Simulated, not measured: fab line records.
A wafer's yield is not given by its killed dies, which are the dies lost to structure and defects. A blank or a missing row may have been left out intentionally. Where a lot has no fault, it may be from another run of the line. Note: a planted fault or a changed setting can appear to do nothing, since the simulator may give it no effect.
A single fault, viewed from 2 desks :: flow gf180mcu :: every desk sees just its own numbers, and what lay behind them comes last

== METROLOGY DESK ==
Means of the sampled wafers that have a number, per lot and without regard to the tool the lot ran on: this is what the gauges read. The brackets show how far a lot's mean lies from the usual mean; more than 4 standard deviations puts the lot out of limits, marked OUT.
Columns: A = V5_W_THK at GF_V5_THK_MEAS_25, usual 351 nm
lot: L152
first seen here: day 27 14:11
A: 350

lot: L153
first seen here: day 28 00:39
A: 346

lot: L154
first seen here: day 28 16:29
A: 353

lot: L155
first seen here: day 29 02:40
A: 352

lot: L156
first seen here: day 29 05:59
A: 348

lot: L157
first seen here: day 29 08:35
A: 350

lot: L161
first seen here: day 30 17:50
A: 352

lot: L162
first seen here: day 31 01:22
A: 344

lot: L164
first seen here: day 31 11:37
A: 351

lot: L168
first seen here: day 32 09:49
A: 350

lot: L172
first seen here: day 33 12:16
A: 352

lot: L174
first seen here: day 34 04:13
A: 355

lot: L175
first seen here: day 34 07:59
A: 343
This desk's finding: nothing out of limits on any of the 13 lots.

== TOOL OWNER'S DESK, pvd-sputter-02 ==
The tool's own readings at GF_TOP_METAL_SPUTTER_01 (material TiN, target thk 30 nm, time 25 s): means of the sampled wafers that have a number, for each lot that ran on this tool. The brackets show how far a lot's mean lies from the usual mean; more than 4 standard deviations puts the lot out of limits, marked OUT.
Columns: A = chamber-pressure-pa at GF_TOP_METAL_SPUTTER_01, usual 0.3999 Pa; B = throttle-valve-pct at GF_TOP_METAL_SPUTTER_01, usual 30.5 %
lot: L153
first seen here: day 28 01:07
A: 0.3993
B: 30.8

lot: L154
first seen here: day 28 16:56
A: 0.4005
B: 30.6

lot: L157
first seen here: day 29 09:01
A: 0.4004
B: 31.0

lot: L161
first seen here: day 30 18:18
A: 0.4001
B: 29.2

lot: L162
first seen here: day 31 01:49
A: 0.4545 (+69) OUT
B: 28.2

lot: L164
first seen here: day 31 12:05
A: 0.4549 (+70) OUT
B: 28.6

lot: L174
first seen here: day 34 04:41
A: 0.3995
B: 30.8

lot: L175
first seen here: day 34 08:26
A: 0.3995
B: 31.0
Finding of this desk: L162, L164 out of limits; the first was L162 at day 31 01:49, on chamber-pressure-pa at GF_TOP_METAL_SPUTTER_01. In limits: L153, L154, L157, L161, L174, L175.

== ALL TOGETHER ==
The tool owner's desk could have raised an alarm at day 31 01:49, on L162, L164.
Nothing out of limits was seen by the metrology desk.
The metrology desk holds a record of L162, L164, inside its limits.
The lots listed all ran GF_TOP_METAL_SPUTTER_01 on pvd-sputter-02.

== WHAT HAD BEEN PUT IN BY THE SIMULATOR ==
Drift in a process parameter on pvd-sputter-02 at GF_TOP_METAL_SPUTTER_01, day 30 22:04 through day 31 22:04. The setting chamber-pressure-pa was moved by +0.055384, starting from 0.4. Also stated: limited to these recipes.
Struck lots among those shown: L162, L164.
How many hours passed from the start of the fault until each desk's first out-of-limits reading: the tool owner's desk, 4.
